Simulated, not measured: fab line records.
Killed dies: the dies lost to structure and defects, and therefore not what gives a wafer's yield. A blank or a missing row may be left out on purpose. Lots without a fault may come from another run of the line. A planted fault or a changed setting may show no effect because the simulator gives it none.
Matching of chambers | flow sky130 | rie diel-02 running SKY_LI_CONTACT_ETCH_14: 4 sister chambers
The step etches BARC in N2/H2, stops on SiO2, time 45.9 s, target depth 60 nm. 8 wafers are shown with their chamber, then 7 later ones without.

WAFERS, EACH WITH ITS CHAMBER
wafer  | chamber | drypump motor current A (A) | oes product au (a.u.)
L818.2 | 1       | 5.5                         | 0.858
L829.3 | 2       | 5.9                         | 0.843
L829.6 | 3       | 6.2                         | 0.848
L830.2 | 3       | 6.1                         | 0.853
L830.4 | 2       | 5.9                         | 0.861
L830.6 | 0       | 5.8                         | 0.853
L836.3 | 1       | 5.5                         | 0.862
L836.4 | 0       | 5.8                         | 0.854

WAFERS WITHOUT THEIR CHAMBER
wafer  | drypump motor current A (A) | oes product au (a.u.)
L836.5 | 5.5                         | 0.855
L837.3 | 5.5                         | 0.856
L837.4 | 5.8                         | 0.857
L837.6 | 6.1                         | 0.853
L838.1 | 5.4                         | 0.858
L838.5 | 5.8                         | 0.863
L838.6 | 6.2                         | 0.860

WHICH CHAMBER EACH WENT THROUGH
wafer  | from the rows above     | in truth
L836.5 | 1                       | 1
L837.3 | 1                       | 1
L837.4 | 0                       | 0
L837.6 | 3                       | 3
L838.1 | 1                       | 1
L838.5 | can't be placed: 0 or 2 | 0
L838.6 | 3                       | 3
6 of 7 placed correctly. Cannot be placed on the basis of these rows: 1; the candidates contain the true chamber in 1. 0 placed wrongly.
How it was worked out, from the rows above alone: a wafer's distance from a chamber is the root of the sum, over the readings, of the square of ((its reading less the chamber's mean) divided by the reading's scatter). If the next closest chamber is less than 2 further off than the closest, the wafer can't be placed; otherwise it belongs to the closest. For every chamber, the mean is computed from those of its wafers that are shown. The scatter: take each reading less its chamber's mean, square it, sum over the shown wafers, divide by the number of wafers less the number of chambers, and take the root.
